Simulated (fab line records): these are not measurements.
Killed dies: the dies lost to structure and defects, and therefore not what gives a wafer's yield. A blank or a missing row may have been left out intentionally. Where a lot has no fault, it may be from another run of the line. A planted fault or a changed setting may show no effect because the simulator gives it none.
A struck lot beside a sound one :: flow gf180mcu :: 18 out of 602 route steps
Sound: these wafers, L412.2, L412.3, L412.4. Wafers L420.2, L420.4, L420.6 were the ones struck. The cause is given at the end.
At each step with rows: each side's tool, then ch and its chambers, then its first start. Under that, the readings that differ: sound wafers :: struck wafers :: difference of the means :: sigmas: that difference in standard deviations of wafers without a fault.
alike: readings with means less than 2 such deviations apart, plus words and numbers identical on both sides. not compared: withheld readings, readings lacking a value on some wafer, bounds such as >300 that could conceal the same value, and numbers that have no deviation in the record and whose values overlap.
A row with sigmas, a row that says differs or no value, or rows on one side alone: a step with any of these is where the two part. Numbers that have no deviation but don't overlap get no sigmas and don't part them. A reading that every wafer of one side lacks parts them only if that side has two wafers or more.

first, 3 steps without rows for these wafers: GF_HV_LDD_EXPOSE_16 (exposes mask Pplus LV AREA, target cd 400 nm); GF_HV_LDD_PEB_17; GF_HV_LDD_DEVELOP_18 (develop time 60 s).
GF_HV_LDD_CD_MEAS_19 targets a cd of 400 nm.
  sound: cdSem-01 at day 12 17:43; struck: cdSem-01 at day 15 02:47
  alike: cdNm
GF_HV_LDD_OVL_MEAS_20:
  sound: overlay-01 at day 12 17:49; struck: overlay-02 at day 15 02:53
  alike: HV_LDD_01_OVL
then, 1 step without rows for these wafers: GF_HV_LDD_IMPLANT_21.
GF_HV_LDD_STRIP_22: strips in O2/N2.
  sound on plasmaAsher-01 ch 0,1, day 12 18:00; struck on plasmaAsher-04 ch 0, day 15 03:04
  alike: drypumpMotorCurrentA, heaterPowerW, n2FlowSccm, oesProductAu, stripTimeToEndpointS
  not compared: rfHoursCounterH
GF_HV_LDD_TW_MEAS_23:
  sound: filmMetro-01 at day 12 18:07; struck: filmMetro-01 at day 15 03:11
  alike: HV_LDD_2_TW
then, 4 steps without rows for these wafers: GF_HV_LDD_DEHYDRATE_24 (time 60 s); GF_HV_LDD_HMDS_25 (prime time 60 s); GF_HV_LDD_COAT_26 (resist thk 1000 nm); GF_HV_LDD_SOFTBAKE_27 (time 60 s).
GF_HV_LDD_EXPOSE_28: exposes mask Nplus HV AREA, target cd 400 nm.
  sound on ilineStepper-02 ch 0, day 13 03:55; struck on ilineStepper-02 ch 0, day 15 14:01
reading: exposureDoseMJCm2
sound: 140.08 140.16 139.91
struck: 149.14 149.10 149.04
difference: +9.04
sigmas: +60
  alike: mask
then, 2 steps without rows for these wafers: GF_HV_LDD_PEB_29; GF_HV_LDD_DEVELOP_30 (develop time 60 s).
GF_HV_LDD_CD_MEAS_31 targets a cd of 400 nm.
  sound: cdSem-01 at day 13 13:53; struck: cdSem-01 at day 16 00:57
reading: cdNm (nm)
sound: 402.0 399.9 399.4
struck: 417.2 421.2 418.8
difference: +18.6
sigmas: +7
  not compared: hold
GF_HV_LDD_OVL_MEAS_32:
  sound: overlay-02 at day 13 13:59; struck: overlay-02 at day 16 05:23
reading: hold
sound: - - -
struck: awaitDispo/4.3h/release awaitDispo/4.3h/release awaitDispo/4.3h/release
difference: no value on the sound wafers
sigmas: 
  alike: HV_LDD_02_OVL
then, 1 step without rows for these wafers: GF_PASSIVATION_PROBE_99.

## WHERE THEY PART
Earliest at GF_HV_LDD_EXPOSE_28; latest, in this record, at GF_HV_LDD_OVL_MEAS_32.

WHY: the cause the simulator had injected
Process parameters drifting: ilineStepper-02 at GF_HV_LDD_EXPOSE_28, beginning at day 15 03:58. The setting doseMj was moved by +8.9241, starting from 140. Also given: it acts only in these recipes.
